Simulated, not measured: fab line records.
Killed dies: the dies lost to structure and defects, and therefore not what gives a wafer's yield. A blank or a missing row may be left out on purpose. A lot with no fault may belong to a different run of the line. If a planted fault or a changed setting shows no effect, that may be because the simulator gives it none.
The tool behind it: which one? || flow gf180mcu || 36 wafers sampled from 12 lots at 1 step of a route of 602

WHAT THE GAUGES READ, wafer by wafer
GF_LVPWELL_OVL_MEAS_07.
{"lot": "L075", "measured": "day 4 03:01", "on": "overlay-02", "LVPWELL_OVL (nm)": "2.0 1.8 0.7"}
{"lot": "L077", "measured": "day 4 12:34", "on": "overlay-01", "LVPWELL_OVL (nm)": "1.4 0.8 0.5"}
{"lot": "L079", "measured": "day 5 00:22", "on": "overlay-01", "LVPWELL_OVL (nm)": "-0.2 -1.9 -0.8"}
{"lot": "L081", "measured": "day 5 10:46", "on": "overlay-02", "LVPWELL_OVL (nm)": "-3.0 -2.5 -2.4"}
{"lot": "L083", "measured": "day 5 23:34", "on": "overlay-02", "LVPWELL_OVL (nm)": "2.4 1.6 2.8"}
{"lot": "L085", "measured": "day 6 08:31", "on": "overlay-01", "LVPWELL_OVL (nm)": "-1.0 -2.1 0.1"}
{"lot": "L087", "measured": "day 6 22:10", "on": "overlay-01", "LVPWELL_OVL (nm)": "0.2 -0.3 -0.4"}
{"lot": "L089", "measured": "day 7 11:07", "on": "overlay-01", "LVPWELL_OVL (nm)": "1.2 0.5 1.6"}
{"lot": "L091", "measured": "day 7 20:54", "on": "overlay-02", "LVPWELL_OVL (nm)": "1.2 2.1 2.2"}
{"lot": "L093", "measured": "day 8 07:51", "on": "overlay-01", "LVPWELL_OVL (nm)": "0.8 0.0 -1.1"}
{"lot": "L095", "measured": "day 8 19:01", "on": "overlay-02", "LVPWELL_OVL (nm)": "0.8 0.0 0.4"}
{"lot": "L097", "measured": "day 9 09:24", "on": "overlay-02", "LVPWELL_OVL (nm)": "1.5 2.0 0.5"}

WHAT TOOL EACH LOT RAN ON (gives the tool, then ch and the chambers of the sampled wafers, and finally the start)
No process step before these readings appears in the record.

THE ANSWER, worked out from the rows above alone
Rule: what is usual is taken from the lots themselves. Put in order of their means at a reading, lots are off if they are a third of the lots or fewer, leave a main group of 4 or more, and stand apart from it by a gap of 3 or more times the standard deviation of the main group's means; of several such gaps the widest counts. Not used: any main group whose means are identical at the precision the tables above print for the reading. Also off: a lot with no number at a reading for which 4 or more lots have one. The other lots that the step has rows for count as sound.
Across all readings shown, no lot is off: no conclusion can be drawn from this.

WHAT THE SIMULATOR HAD PUT IN
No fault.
